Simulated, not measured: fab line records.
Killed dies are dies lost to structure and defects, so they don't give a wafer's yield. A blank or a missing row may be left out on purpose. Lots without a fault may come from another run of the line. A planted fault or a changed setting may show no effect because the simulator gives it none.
Struck lot and sound lot, side by side + flow sfqLine + 14 steps out of a route of 325
Sound: the wafers L108.1, L108.5, L108.6. The struck wafers were L119.1, L119.3, L119.5. At the end, the cause is stated.
At each step with rows: each side's tool, then ch and its chambers, then its first start. Under that, the readings that differ: sound wafers + struck wafers + difference of the means + sigmas: that difference in standard deviations of wafers without a fault.
alike: words and numbers the same on both sides, and readings whose means are apart by under 2 such deviations; not compared: readings that were withheld, readings missing a value for some wafer, numbers with overlapping values and no deviation given by the record, and bounds like >300 which may hide the same value.
A row with sigmas, a row that says differs or no value, or rows on one side alone: a step with any of these is where the two part. Numbers that have no deviation but don't overlap get no sigmas and don't part them. Lack of a reading on every wafer of one side parts them only where that side has two or more wafers.

SFQ_TRILAYER_I1_DEP_PECVD_045: deposits SiO2 from SiH4/N2O, time 111.11 s, target thk 500 nm.
  sound on pecvd-04 ch 0,1,2, day 11 10:07; struck on pecvd-04 ch 0,2, day 14 23:37
  alike: heaterPowerW, rfFwdPowerW, throttleValvePct
  not compared: sinceWetCleanH
SFQ_TRILAYER_I1_CMP_CMP_046: polishes SiO2.
  sound on cmp-02 ch 1,2,3, day 11 13:43; struck on cmp-02 ch 0,2, day 15 02:54
  alike: headPressurePsi, motorCurrentA, timeToEndpointS
SFQ_I1_BOW_MEAS_912:
  sound: filmMetro-02 at day 11 15:43; struck: filmMetro-02 at day 15 05:24
  alike: I1_BOW
SFQ_TRILAYER_I1_METRO_MEASURE_047:
  sound: filmMetro-02 at day 11 15:50; struck: filmMetro-02 at day 15 05:31
  alike: thkNm
then, 6 steps without rows for these wafers: SFQ_TRILAYER_I1_VIA_LITHO_COAT_054 (resist thk 62 nm); SFQ_TRILAYER_I1_VIA_LITHO_COAT_049 (resist thk 650 nm); SFQ_TRILAYER_I1_VIA_LITHO_SOFTBAKE_053; SFQ_TRILAYER_I1_VIA_LITHO_EXPOSE_050 (exposes mask I1, target cd 500 nm); SFQ_TRILAYER_I1_VIA_LITHO_PEB_052 (peb time 60 s); SFQ_TRILAYER_I1_VIA_LITHO_DEVELOP_051 (time 60 s).
-- the record jumps here: 4 days lie between the struck wafers' starts before and after --
SFQ_I1_OVL_MEAS_913:
  sound: overlay-01 at day 15 06:28; struck: overlay-02 at day 19 08:55
  alike: I1_OVL
SFQ_TRILAYER_I1_VIA_BARC_OPEN_VIA_ETCH_071: etches BARC in O2, target depth 125 nm, time 41.7 s.
  sound on rieDiel-02 ch 2,3, day 15 06:29; struck on rieDiel-02 ch 0,1,3, day 19 08:57
  alike: drypumpMotorCurrentA, oesProductAu, rfFwdPowerW
  not compared: rfHoursCounterH
SFQ_TRILAYER_I1_VIA_ETCH_VIA_ETCH_052: etches SiO2 in CHF3, stops on Nb, target depth 260 nm.
  sound on rieDiel-02 ch 2,3, day 15 06:32; struck on rieDiel-02 ch 0,1,3, day 19 08:59
| reading         | sound             | struck            | difference | sigmas |
|-----------------|-------------------|-------------------|------------|--------|
| rfFwdPowerW (W) | 496.6 499.4 495.6 | 418.7 417.5 420.6 | -78.3      | -46    |
  alike: drypumpMotorCurrentA, oesProductAu
SFQ_TRILAYER_I1_VIA_STRIP_STRIP_053: strips in O2.
  sound on rieMetal-04 ch 0,1, day 15 06:39; struck on rieMetal-03 ch 1, day 19 09:06
  alike: drypumpMotorCurrentA, oesProductAu
  not compared: rfHoursCounterH

== WHERE THEY PART ==
Only at SFQ_TRILAYER_I1_VIA_ETCH_VIA_ETCH_052, within this record. Later steps at which nothing parts them and some readings are alike: SFQ_TRILAYER_I1_VIA_STRIP_STRIP_053.

WHY: what had been put in by the simulator
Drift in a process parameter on rieDiel-02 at SFQ_TRILAYER_I1_VIA_ETCH_VIA_ETCH_052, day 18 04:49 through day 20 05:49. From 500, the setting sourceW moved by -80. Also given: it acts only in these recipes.
